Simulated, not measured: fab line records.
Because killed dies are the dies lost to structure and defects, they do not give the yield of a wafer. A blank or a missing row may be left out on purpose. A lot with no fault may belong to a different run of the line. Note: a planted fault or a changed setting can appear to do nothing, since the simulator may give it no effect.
fab line records	flow gf180mcu
record lots=15	wafers=45	lastDay=34
route steps=602 shown V5@543 TOP_METAL@571 PASSIVATION@589
lots untouched by any fault: they come from a run of this same line in which no faults occurred
startH: start of the lot's first displayed wafer, in hours after the record's first day	waitH: hours from the lot's prior step to this one	" as in the row above	L1.1+2: one row covering several wafers at once	- value missing, or start not given	* or withheld: withheld	< > ~ a bound
route shown NAME@n: NAME is a module with steps in the file, n the number in the route of the first one	usual: mean/standard deviation taken from wafers without a fault	same: alike in all rows	chamber/n: place in a boat	sites: the reading at each site	_std_site: how widely they spread, as a standard deviation	_edge_site: inner sites' mean taken away from outer sites' mean	radiusMm: for every site, how far away it sits from the centre of the wafer	mask NAME#n: copy n	behind: the most recent tool/chamber to have shaped the wafer	hold: cause of the lot's hold/its duration in hours/its outcome	device: the transistor (n, p or np) that didn't switch	end of line: at the end of the route, the tests of the same wafers	a step with no rows: only its recipe	killed: count of dies lost to structure and defects at first sort (not the wafer's yield)	map: the dies of a wafer, with x for killed, . for not killed, _ for no die there
set.NAME: setting as actually run; set.NAME@STEP: the setting as run at that earlier step	model.NAME: the simulator's own value behind a step, which no gauge read
a sample of lots followed through the steps of the route, with each step as a table and each wafer as a row
services: the hour from which a tool's chamber was out of use, counted from the record's first day as startH (under 0 if before that day), plus the number of hours and why
## steps
# step GF_V5_THK_MEAS_03
# recipe reads=SiO2_of_V5_CVD_02
# usual V5_CVD_02_THK=1448/20
lot.wafer	tool	chamber	startH	waitH	V5_CVD_02_THK[nm]
L456.2	filmMetro-03	-	606.14	0.1	1451
L456.3	"	-	"	"	1428
L456.4	"	-	"	"	1460
L457.2	filmMetro-04	-	615.28	0.1	1471
L457.3	"	-	"	"	1433
L457.6	"	-	"	"	1489
L458.2	filmMetro-03	-	629.73	0.1	1435
L458.4	"	-	"	"	1443
L458.5	"	-	"	"	1461
L459.1	filmMetro-04	-	632.46	0.1	1435
L459.2	"	-	"	"	1407
L459.6	"	-	"	"	1467
L460.4	filmMetro-03	-	646.71	0.0	1436
L460.5	"	-	"	"	1441
L460.6	"	-	"	"	1472
L461.2	filmMetro-04	-	654.98	0.1	1474
L461.5	"	-	"	"	1495
L461.6	"	-	"	"	1445
L462.3	filmMetro-04	-	663.23	0.1	1438
L462.4	"	-	"	"	1447
L462.6	"	-	"	"	1477
L464.1	filmMetro-03	-	669.46	0.1	1478
L464.3	"	-	"	"	1443
L464.4	"	-	"	"	1459
L466.3	filmMetro-02	-	687.00	0.1	1415
L466.4	"	-	"	"	1448
L466.6	"	-	"	"	1451
L470.2	filmMetro-04	-	712.94	0.1	1422
L470.4	"	-	"	"	1448
L470.6	"	-	"	"	1436
L471.3	filmMetro-03	-	719.05	0.1	1441
L471.4	"	-	"	"	1466
L471.5	"	-	"	"	1445
L473.2	filmMetro-02	-	730.81	0.1	1440
L473.3	"	-	"	"	1460
L473.6	"	-	"	"	1458
L475.2	filmMetro-02	-	742.98	0.1	1431
L475.3	"	-	"	"	1466
L475.5	"	-	"	"	1454
L477.1	filmMetro-02	-	754.92	0.1	1433
L477.3	"	-	"	"	1457
L477.4	"	-	"	"	1460
L479.3	filmMetro-04	-	766.61	0.1	1439
L479.4	"	-	"	"	1463
L479.5	"	-	"	"	1467
# step GF_TOP_METAL_SPUTTER_04
# recipe material=TiN	targetThkNm=25	powerW=6500	timeS=20.8	chamberPressurePa=0.4
# usual cathodeDcPowerW=6500.0/1.2	chamberPressurePa=0.4000/0.00081	throttleValvePct=30.1/0.97
lot.wafer	tool	chamber	startH	waitH	cathodeDcPowerW	chamberPressurePa	throttleValvePct
L456.2	pvdSputter-04	-	629.10	0.0	6499.7	0.4007	29.8
L456.3	"	-	"	"	6498.3	0.3996	29.6
L456.4	"	-	"	"	6501.3	0.3995	28.9
L457.2	pvdSputter-03	-	637.59	0.0	6498.8	0.4005	28.5
L457.3	"	-	"	"	6500.2	0.4002	30.3
L457.6	"	-	"	"	6499.6	0.4000	30.3
L458.2	pvdSputter-04	-	651.67	0.0	6498.8	0.4006	28.9
L458.4	"	-	"	"	6500.9	0.4005	28.7
L458.5	"	-	"	"	6499.2	0.3990	29.4
L459.1	pvdSputter-01	-	654.40	0.0	6500.6	0.3988	31.7
L459.2	"	-	"	"	6501.3	0.4017	30.1
L459.6	"	-	"	"	6498.7	0.3989	31.7
L460.4	pvdSputter-01	-	667.83	0.0	-	-	-
L460.5	"	-	"	"	-	-	-
L460.6	"	-	"	"	-	-	-
L461.2	pvdSputter-01	-	676.26	0.0	-	-	-
L461.5	"	-	"	"	-	-	-
L461.6	"	-	"	"	-	-	-
L462.3	pvdSputter-01	-	684.84	0.0	-	-	-
L462.4	"	-	"	"	-	-	-
L462.6	"	-	"	"	-	-	-
L464.1	pvdSputter-01	-	690.55	0.0	6498.9	0.4000	29.4
L464.3	"	-	"	"	6499.1	0.3992	31.2
L464.4	"	-	"	"	6500.6	0.3992	31.4
L466.3	pvdSputter-04	-	706.77	0.0	6499.4	0.4001	31.0
L466.4	"	-	"	"	6498.6	0.3995	28.6
L466.6	"	-	"	"	6498.3	0.4006	28.8
L470.2	pvdSputter-01	-	732.60	0.0	6498.9	0.4005	29.6
L470.4	"	-	"	"	6498.9	0.4011	30.2
L470.6	"	-	"	"	6500.2	0.4003	31.5
L471.3	pvdSputter-04	-	739.12	0.0	6499.6	0.4002	29.7
L471.4	"	-	"	"	6498.9	0.3987	28.8
L471.5	"	-	"	"	6499.5	0.3993	28.7
L473.2	pvdSputter-04	-	750.33	0.0	6500.2	0.4007	29.7
L473.3	"	-	"	"	6501.1	0.3998	28.6
L473.6	"	-	"	"	6499.3	0.3993	29.5
L475.2	pvdSputter-01	-	762.40	0.0	6498.9	0.4003	29.3
L475.3	"	-	"	"	6502.3	0.3999	30.1
L475.5	"	-	"	"	6497.9	0.4012	29.4
L477.1	pvdSputter-01	-	776.43	0.0	6502.0	0.4014	31.3
L477.3	"	-	"	"	6500.5	0.3995	29.5
L477.4	"	-	"	"	6500.0	0.4004	30.1
L479.3	pvdSputter-03	-	785.30	0.0	6500.6	0.4004	29.4
L479.4	"	-	"	"	6500.3	0.4012	28.3
L479.5	"	-	"	"	6500.1	0.3984	29.3
# step GF_TOP_METAL_THK_MEAS_06
# recipe thkMeasGauge=xrf	reads=AlCu_of_TOP_METAL_SPUTTER_02
# usual TOP_METAL_ALCU_THK=921/14
lot.wafer	tool	chamber	startH	waitH	TOP_METAL_ALCU_THK[nm]
L456.2	filmMetro-04	-	629.26	0.1	923
L456.3	"	-	"	"	929
L456.4	"	-	"	"	929
L457.2	filmMetro-02	-	637.75	0.1	910
L457.3	"	-	"	"	925
L457.6	"	-	"	"	922
L458.2	filmMetro-02	-	651.83	0.1	933
L458.4	"	-	"	"	936
L458.5	"	-	"	"	944
L459.1	filmMetro-02	-	654.55	0.1	940
L459.2	"	-	"	"	915
L459.6	"	-	"	"	943
L460.4	filmMetro-02	-	668.00	0.1	958
L460.5	"	-	"	"	935
L460.6	"	-	"	"	953
L461.2	filmMetro-02	-	676.41	0.1	969
L461.5	"	-	"	"	959
L461.6	"	-	"	"	967
L462.3	filmMetro-02	-	685.01	0.1	983
L462.4	"	-	"	"	967
L462.6	"	-	"	"	987
L464.1	filmMetro-01	-	690.69	0.1	908
L464.3	"	-	"	"	906
L464.4	"	-	"	"	912
L466.3	filmMetro-01	-	706.94	0.1	932
L466.4	"	-	"	"	938
L466.6	"	-	"	"	931
L470.2	filmMetro-04	-	732.76	0.1	899
L470.4	"	-	"	"	899
L470.6	"	-	"	"	917
L471.3	filmMetro-02	-	739.29	0.1	927
L471.4	"	-	"	"	945
L471.5	"	-	"	"	941
L473.2	filmMetro-02	-	750.49	0.1	908
L473.3	"	-	"	"	930
L473.6	"	-	"	"	919
L475.2	filmMetro-02	-	762.55	0.1	929
L475.3	"	-	"	"	925
L475.5	"	-	"	"	921
L477.1	filmMetro-02	-	776.58	0.1	892
L477.3	"	-	"	"	906
L477.4	"	-	"	"	905
L479.3	filmMetro-02	-	785.47	0.1	926
L479.4	"	-	"	"	933
L479.5	"	-	"	"	926
# step GF_TOP_METAL_CD_MEAS_14
# recipe targetCdNm=440
# usual cdNm=440.8/2.7
lot.wafer	tool	chamber	startH	waitH	cdNm
L456.2	cdSem-01	-	649.51	0.1	438.0
L456.3	"	-	"	"	438.7
L456.4	"	-	"	"	438.9
L457.2	cdSem-01	-	657.62	0.1	433.6
L457.3	"	-	"	"	433.8
L457.6	"	-	"	"	435.5
L458.2	cdSem-01	-	671.61	0.1	441.4
L458.4	"	-	"	"	441.1
L458.5	"	-	"	"	442.2
L459.1	cdSem-02	-	673.94	0.1	444.0
L459.2	"	-	"	"	447.2
L459.6	"	-	"	"	448.4
L460.4	cdSem-01	-	687.29	0.1	440.6
L460.5	"	-	"	"	441.0
L460.6	"	-	"	"	439.9
L461.2	cdSem-01	-	695.85	0.1	442.8
L461.5	"	-	"	"	445.7
L461.6	"	-	"	"	444.6
L462.3	cdSem-02	-	703.18	0.1	442.0
L462.4	"	-	"	"	439.3
L462.6	"	-	"	"	440.0
L464.1	cdSem-01	-	709.29	0.1	443.1
L464.3	"	-	"	"	445.3
L464.4	"	-	"	"	441.6
L466.3	cdSem-01	-	725.57	0.1	437.2
L466.4	"	-	"	"	434.7
L466.6	"	-	"	"	436.7
L470.2	cdSem-02	-	749.25	0.1	437.5
L470.4	"	-	"	"	440.1
L470.6	"	-	"	"	438.7
L471.3	cdSem-02	-	756.13	0.1	438.2
L471.4	"	-	"	"	438.7
L471.5	"	-	"	"	439.6
L473.2	cdSem-01	-	767.26	0.1	443.9
L473.3	"	-	"	"	443.7
L473.6	"	-	"	"	446.1
L475.2	cdSem-01	-	777.54	0.1	437.8
L475.3	"	-	"	"	439.8
L475.5	"	-	"	"	439.9
L477.1	cdSem-02	-	789.99	0.1	440.7
L477.3	"	-	"	"	439.4
L477.4	"	-	"	"	442.4
L479.3	cdSem-01	-	800.83	0.1	442.4
L479.4	"	-	"	"	443.7
L479.5	"	-	"	"	443.5
# step GF_PASSIVATION_CVD_02
# recipe material=Si3N4	targetThkNm=700	timeS=486.18	tempC=400	rfW=450
# usual heaterPowerW=708/93	susceptorTempC=399.96/0.2
lot.wafer	tool	chamber	startH	waitH	heaterPowerW	susceptorTempC
L456.2	pecvd-02	1	650.49	0.0	656	399.74
L456.3	"	2	"	"	727	399.93
L456.4	"	1	"	"	736	399.81
L457.2	pecvd-02	1	658.64	0.0	676	400.13
L457.3	"	0	"	"	711	400.03
L457.6	"	0	"	"	741	399.50
L458.2	pecvd-02	0	672.62	0.0	770	399.91
L458.4	"	1	"	"	637	399.73
L458.5	"	2	"	"	636	399.66
L459.1	pecvd-02	0	675.12	0.1	757	399.61
L459.2	"	1	"	"	726	399.76
L459.6	"	2	"	"	755	399.93
L464.1	pecvd-02	2	710.46	0.1	770	400.05
L464.3	"	0	"	"	769	399.67
L464.4	"	1	"	"	739	400.25
L466.3	pecvd-04	1	726.62	0.0	714	399.84
L466.4	"	2	"	"	810	399.64
L466.6	"	0	"	"	558	399.76
L470.2	pecvd-02	2	750.27	0.0	665	399.90
L470.4	"	2	"	"	704	399.78
L470.6	"	1	"	"	771	399.97
L471.3	pecvd-01	1	757.23	0.2	681	399.90
L471.4	"	2	"	"	711	399.93
L471.5	"	2	"	"	780	400.04
L473.2	pecvd-02	2	768.25	0.0	755	399.82
L473.3	"	1	"	"	689	400.04
L473.6	"	1	"	"	750	400.11
L475.2	pecvd-02	1	778.54	0.0	667	400.24
L475.3	"	2	"	"	745	400.04
L475.5	"	0	"	"	732	399.96
L477.1	pecvd-01	0	790.99	0.1	556	399.59
L477.3	"	0	"	"	596	399.66
L477.4	"	2	"	"	861	400.10
L479.3	pecvd-01	0	802.00	0.2	677	400.03
L479.4	"	2	"	"	898	399.61
L479.5	"	0	"	"	545	399.86
## services
tool	chamber	startH	hours	kind
pecvd-02	0	605.12	-	clean
pecvd-02	1	605.12	-	clean
pecvd-02	2	605.12	-	clean
pecvd-04	1	610.34	4.3	repair
pecvd-04	-	611.30	5.6	repair
pvdSputter-04	2	640.78	-	consumableReplace:kit
pvdSputter-04	2	640.78	18.0	scheduledDown
pvdSputter-03	-	671.58	1.7	repair
pvdSputter-01	1	677.74	-	consumableReplace:kit
pvdSputter-01	1	677.74	18.0	scheduledDown
pvdSputter-01	1	677.74	18.0	ventCycle
pvdSputter-01	-	704.49	3.5	repair
pvdSputter-03	-	713.05	2.2	repair
pvdSputter-01	-	720.69	3.6	repair
pecvd-04	-	733.63	1.7	repair
pecvd-01	0	749.06	20.9	repair
pecvd-04	-	754.48	1.6	repair
pvdSputter-01	0	783.53	-	consumableReplace:kit
pvdSputter-01	0	783.53	18.0	scheduledDown
pvdSputter-01	0	783.53	18.0	ventCycle
pvdSputter-04	-	789.72	9.1	repair
pecvd-01	1	790.94	13.4	repair
pecvd-02	-	797.29	4.3	pm
pecvd-04	-	799.38	14.0	pm
## key
firstSign step=GF_TOP_METAL_SPUTTER_04	reading=toolRecord	direction=missing
effect step=GF_TOP_METAL_THK_MEAS_06	reading=TOP_METAL_ALCU_THK	direction=up	sigmas=3.1	usual=921	struck=964
metAt GF_TOP_METAL_SPUTTER_04
struckLots L460,L461,L462
laterRowsLeftOut L460.4,L460.5,L460.6,L461.2,L461.5,L461.6,L462.3,L462.4,L462.6
sortLeftOut L460.4,L460.5,L460.6,L461.2,L461.5,L461.6,L462.3,L462.4,L462.6
notActingAt GF_V5_THK_MEAS_03,GF_TOP_METAL_CD_MEAS_14,GF_PASSIVATION_CVD_02
onsetBetween 654.40 667.83
fault kind=skippedStepWhole	tool=pvdSputter-01	chamber=-	onsetH=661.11	steps=GF_TOP_METAL_SPUTTER_04	scope=struckLotsOnly
# sortLeftOut: the simulated sort isn't trusted on such a fault, so these wafers' sort isn't shown, and their yield isn't known
# laterRowsLeftOut: the simulator's readings of these wafers behind a module that went badly wrong aren't trusted and aren't shown, but for the sort
